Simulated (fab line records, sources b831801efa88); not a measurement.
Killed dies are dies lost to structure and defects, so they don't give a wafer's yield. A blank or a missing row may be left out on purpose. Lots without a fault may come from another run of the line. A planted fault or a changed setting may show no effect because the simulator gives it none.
Problem report in the 8D (eight disciplines) form, filled by code | flow gf180mcu | the parts of the form that need people (team, actions taken, sign-off) are left out

1. THE PROBLEM
run_length_s at GF_STI_ETCH_14 reads a mean of 138.6 s on 3 wafers of 2 lots; wafers without a fault read 130.9 s with a standard deviation of 0.36. That is +21 standard deviations from the usual mean.
The step: etches Si in HBr/Cl2/O2, target depth 360 nm, time 102.9 s.
First seen on wafer L836.3, day 4 22:48, on rie_si-01. The record holds 18 wafers of 6 lots with a number at this step. Rule for "out", or "out of limits": more than 4 standard deviations from the usual mean. The other wafers with a number count as sound.

2. WHAT IT IS AND WHAT IT IS NOT
question                    | is                     | is not
which readings at this step | run_length_s           | O2_flow_sccm, bias_w, oes_product_au, rf_fwd_power_W
which lots                  | L836, L838             | L827, L828, L830, L844
which wafers of those lots  | L836.3, L836.5, L838.5 | L836.1, L838.2, L838.4
read on which tools         | rie_si-01              | rie_si-02
when                        | from day 4 22:48       | up to then (10 sound wafers); but 5 sound wafers of L838, L844 came after

3. SUSPECTS, AND WHAT RULES EACH OUT
Counting: a tool at a process step up to the reading stays a suspect if it ran every lot that is out. Sound lots after the first of them don't rule it out here, since some wafers of a struck lot are sound.
- rie_si-01 at GF_STI_ETCH_14 (etches Si in HBr/Cl2/O2, target depth 360 nm, time 102.9 s): kept. It ran every lot that is out, first L836 (day 4 22:48); its last sound lot up to then is L828 (day 3 03:18). Its own readings are out on those wafers: run_length_s.
- Within rie_si-01 at GF_STI_ETCH_14: the wafers that are out ran in chamber 1; their sound lot-mates ran in chambers 0, 2, 3.
Left after counting: rie_si-01 at GF_STI_ETCH_14.

4. THE CAUSE (what the simulator had put in)
Process parameter drift: rie_si-01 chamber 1, from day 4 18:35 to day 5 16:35, at GF_STI_ETCH_14. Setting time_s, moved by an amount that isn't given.
Counting left only this tool.

5. THE CHAIN OF EFFECTS, in route order
Each row: a reading whose mean over the struck wafers that have a number lies more than 3 standard deviations from the usual. Only readings for which the record gives a usual standard deviation are gone through. hours: the time from each lot's start at the first step in this table that gives one to its start at this step, as a median over the lots. sigmas: the change in usual standard deviations.
hours | step            | reading                  | usual   | on struck wafers | change | sigmas
0     | GF_STI_ETCH_14  | run_length_s             | 130.9 s | 138.6            | +7.7   | +21
0     | GF_STI_STRIP_15 | strip_time_to_endpoint_s | 3.74 s  | 3.64             | -0.10  | -3.1
The process steps in it:
- GF_STI_ETCH_14: etches Si in HBr/Cl2/O2, target depth 360 nm, time 102.9 s.
- GF_STI_STRIP_15: strips in O2/N2.

6. WHAT WOULD HAVE CAUGHT IT SOONER
In this record the first reading out of limits was taken at day 4 22:48, 4 hours after the fault began at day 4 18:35.
